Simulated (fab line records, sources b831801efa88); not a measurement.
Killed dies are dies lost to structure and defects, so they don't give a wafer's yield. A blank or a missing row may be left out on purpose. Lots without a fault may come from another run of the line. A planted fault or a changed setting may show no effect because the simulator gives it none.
Problem report in the 8D (eight disciplines) form, filled by code | flow gf180mcu | the parts of the form that need people (team, actions taken, sign-off) are left out

1. THE PROBLEM
strip_time_to_endpoint_s at GF_PASSIVATION_STRIP_12 reads a mean of 48.09 s on 6 wafers of 2 lots; wafers without a fault read 33.31 s with a standard deviation of 0.2. That is +74 standard deviations from the usual mean.
The step: strips in O2/N2.
First seen on wafer L186.1, day 32 05:12, on plasma_asher-04. The record holds 33 wafers of 11 lots with a number at this step. Rule for "out", or "out of limits": more than 4 standard deviations from the usual mean. The other wafers with a number count as sound.

2. WHAT IT IS AND WHAT IT IS NOT
question                    | is                               | is not
which readings at this step | strip_time_to_endpoint_s         | drypump_motor_current_A, heater_power_w
which lots                  | L186, L187                       | L178, L181, L192, L193, L194, L195, L196, L197, L198
which wafers of those lots  | all that have a number           | -
read on which tools         | plasma_asher-03, plasma_asher-04 | plasma_asher-01
when                        | from day 32 05:12                | up to then (6 sound wafers); but 21 sound wafers of L192, L193, L194, L195, L196, L197, L198 came after

3. SUSPECTS, AND WHAT RULES EACH OUT
Counting: a tool at a process step up to the reading stays a suspect if it ran every lot that is out and no sound lot after the first of them.
- pvd_sputter-02 at GF_M4_SPUTTER_01 (material TiN, target thk 30 nm, time 25 s): ruled out as a lasting fault. Sound lots L196 ran on it after its first lot that is out, L186 (day 26 10:08).
- rie_diel-03 at GF_PASSIVATION_ETCH_11 (etches the open film in CF4/O2, stops on TiN, target depth 2040 nm, time 453.3 s): ruled out as a lasting fault. Sound lots L192, L197 ran on it after its first lot that is out, L186 (day 32 04:56).
Left after counting: nothing in the record.

4. THE CAUSE (what the simulator had put in)
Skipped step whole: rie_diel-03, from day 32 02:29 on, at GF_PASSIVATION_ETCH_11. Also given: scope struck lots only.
Counting ruled it out, wrongly: the rule takes a fault to strike every lot that its tool runs from its start on, and this one did not.

5. THE CHAIN OF EFFECTS, in route order
Each row: a reading whose mean over the struck wafers that have a number lies more than 3 standard deviations from the usual. Only readings for which the record gives a usual standard deviation are gone through. hours: the time from each lot's start at the first step in this table that gives one to its start at this step, as a median over the lots. sigmas: the change in usual standard deviations.
hours | step                    | reading                  | usual   | on struck wafers | change | sigmas
0     | GF_PASSIVATION_STRIP_12 | strip_time_to_endpoint_s | 33.31 s | 48.09            | +14.78 | +74
2     | GF_PASSIVATION_PROBE_99 | defect_limited_yield     | 90.4 %  | 0.0              | -90.4  | -60
2     | GF_PASSIVATION_PROBE_99 | killed_at_other          | 0.0     | 443.0            | +443.0 | +99 or more
2     | GF_PASSIVATION_PROBE_99 | killed_dies              | 47      | 492              | +445   | +60
2     | GF_PASSIVATION_PROBE_99 | killed_on_rim            | 9       | 96               | +87    | +28
2     | GF_PASSIVATION_PROBE_99 | sort_bin_5_function      | 5.6 %   | 95.8             | +90.2  | +75
2     | GF_PASSIVATION_PROBE_99 | sort_n_pass              | 445     | 0                | -445   | -60
2     | GF_PASSIVATION_PROBE_99 | sort_yield_pct           | 90.4 %  | 0.0              | -90.4  | -60
The process steps in it:
- GF_PASSIVATION_STRIP_12: strips in O2/N2.
- GF_PASSIVATION_PROBE_99
Readings that are blank on the struck wafers while sound wafers have them: O2_flow_sccm at GF_PASSIVATION_ETCH_11; bias_w at GF_PASSIVATION_ETCH_11; drypump_motor_current_A at GF_PASSIVATION_ETCH_11; oes_product_au at GF_PASSIVATION_ETCH_11; throttle_valve_pct at GF_PASSIVATION_ETCH_11.

6. WHAT WOULD HAVE CAUGHT IT SOONER
In this record the first reading out of limits was taken at day 32 05:12, 3 hours after the fault began at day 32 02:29.
At GF_PASSIVATION_ETCH_11 the tool's readings are blank on the struck wafers, where sound wafers have them: an empty tool record is the first sign, and it was there at once.
